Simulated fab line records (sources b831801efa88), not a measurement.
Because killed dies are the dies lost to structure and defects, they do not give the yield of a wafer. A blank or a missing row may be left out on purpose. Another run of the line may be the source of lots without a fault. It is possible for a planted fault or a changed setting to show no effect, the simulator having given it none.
Struck lot and sound lot, side by side + flow sky130 + 34 steps out of a route of 708
Sound: wafers L242.1, L242.3, L242.4. The struck wafers were L252.2, L252.3, L252.4. At the end, the cause is stated.
Per side, at each step with rows, come the tool, then ch with its chambers, and then its first start. Under that, the readings that differ: sound wafers + struck wafers + difference of the means + sigmas: that difference in standard deviations of wafers without a fault.
alike: words and numbers the same on both sides, and readings whose means are apart by under 2 such deviations; not compared: readings that were withheld, readings missing a value for some wafer, numbers with overlapping values and no deviation given by the record, and bounds like >300 which may hide the same value.
Wherever a step has rows on one side only, a row that says differs or no value, or a row with sigmas, the two part there. Non-overlapping numbers with no deviation appear without sigmas and do not part them. A reading that every wafer of one side lacks parts them only if that side has two wafers or more.

first, 10 steps without rows for these wafers: SKY_VIA1_EXPOSE_09 (exposes mask VIM, target cd 150 nm); SKY_VIA1_PEB_10; SKY_VIA1_DEVELOP_11 (develop time 60 s); SKY_VIA1_ETCH_14 (etches BARC in N2/H2, stops on SiO2, time 45.9 s, target depth 60 nm); SKY_VIA1_ETCH_15 (etches SiO2 in C4F8/O2/Ar, stops on TiN, target depth 351 nm, time 54 s); SKY_VIA1_STRIP_16 (strips in O2/N2); SKY_VIA1_STRIP_17 (strips in post etch residue remover, time 1200 s); SKY_VIA1_CLEAN_18 (cleans in IPA, time 180 s); SKY_VIA1_CLEAN_19 (cleans in O3/DIW); SKY_VIA1_SPUTTER_20 (material TiN, target thk 20 nm, time 80 s).
SKY_VIA1_CVD_21: deposits W, target thk 270 nm, time 80.902 s.
  sound on cvd w-02 ch 0,1, day 36 11:41; struck on cvd w-01 ch 0,1, day 39 13:59
  alike: heater power w
then, 22 steps without rows for these wafers: SKY_VIA1_CMP_24 (polishes, stops on SiO2, t overpolish 15 s, target thk 0 nm); SKY_METAL2_SPUTTER_00 (material Ti, target thk 15 nm, time 10 s); SKY_METAL2_SPUTTER_01 (material TiN, target thk 20 nm, time 16.7 s); SKY_METAL2_SPUTTER_02 (material AlCu, target thk 250 nm, time 13.3 s); SKY_METAL2_SPUTTER_03 (material Ti, target thk 5 nm, time 3.3 s); SKY_METAL2_SPUTTER_04 (material TiN, target thk 70 nm, time 58.3 s); SKY_METAL2_DEHYDRATE_07 (time 60 s); SKY_METAL2_HMDS_08 (prime time 60 s); SKY_METAL2_COAT_09 (resist thk 60 nm); SKY_METAL2_COAT_10 (resist thk 450 nm); SKY_METAL2_SOFTBAKE_11 (time 90 s); SKY_METAL2_EXPOSE_12 (exposes mask MM2, target cd 140 nm); SKY_METAL2_PEB_13; SKY_METAL2_DEVELOP_14 (develop time 60 s); SKY_METAL2_DESCUM_17 (chemistry O2, time 8 s); SKY_METAL2_ETCH_18 (etches BARC in N2/H2, stops on SiO2, time 45.9 s, target depth 60 nm); SKY_METAL2_METAL_ETCH_19 (etches the open film in Cl2/BCl3, stops on SiO2, target depth 360 nm, time 78 s); SKY_METAL2_STRIP_20 (strips in O2/N2); SKY_METAL2_STRIP_21 (strips in post etch residue remover, time 1200 s); SKY_METAL2_CLEAN_22 (cleans in IPA, time 180 s); SKY_METAL2_CLEAN_23 (cleans in O3/DIW); SKY_VIA2_HDPCVD_00 (deposits SiO2, target thk 1180 nm, time 196.7 s).
-- the record jumps here: 10 days lie between the struck wafers' starts before and after (it left off in module VIA2 and takes up again in module PAD_OPEN, whose first step shown is number 708 of the route) --
SKY_PAD_OPEN_PROBE_99:
  sound on prober-01, day 47 16:24; struck on prober-01, day 49 22:31
| reading                               | sound              | struck            | difference | sigmas |
|---------------------------------------|--------------------|-------------------|------------|--------|
| defect limited yield (%)              | 79.3 81.9 81.7     | 77.2 74.0 75.4    | -5.4       | -3     |
| killed_at_M0_to_M3                    | 61 47 46           | 83 80 80          | +30        | +4     |
| killed dies                           | 102 89 90          | 112 128 121       | +27        | +3     |
| sort_bin_3_pad_short (%)              | 0.8 1.0 0.6        | 1.6 2.6 2.0       | +1.3       | +3     |
| sort_bin_5_function (%)               | 12.2 11.0 8.5      | 15.2 17.7 15.9    | +5.7       | +4     |
| sort n pass                           | 390 403 402        | 380 364 371       | -27        | -3     |
| sort yield pct (%)                    | 79.3 81.9 81.7     | 77.2 74.0 75.4    | -5.4       | -3     |
| model.etest.tester.sort n pass        | 390 403 402        | 380 364 371       | -27        |        |
| model.etest.tester.sort yield pct (%) | 79.27 81.91 81.71  | 77.24 73.98 75.41 | -5.42      |        |
| model.etest.tester.sort_bin_5_pct (%) | 12.2 10.98 8.537   | 15.24 17.68 15.85 | +5.68      |        |
| model.etest.tester.sort_bin_3_pct (%) | 0.813 1.016 0.6098 | 1.626 2.642 2.033 | +1.287     |        |
  alike: killed_at_M4_up, killed at contacts, killed at front end, killed at other, killed open, killed short, sort_bin_6_memory

## WHERE THEY PART
Within this record, at SKY_PAD_OPEN_PROBE_99 only.

WHY: whatever the simulator had introduced
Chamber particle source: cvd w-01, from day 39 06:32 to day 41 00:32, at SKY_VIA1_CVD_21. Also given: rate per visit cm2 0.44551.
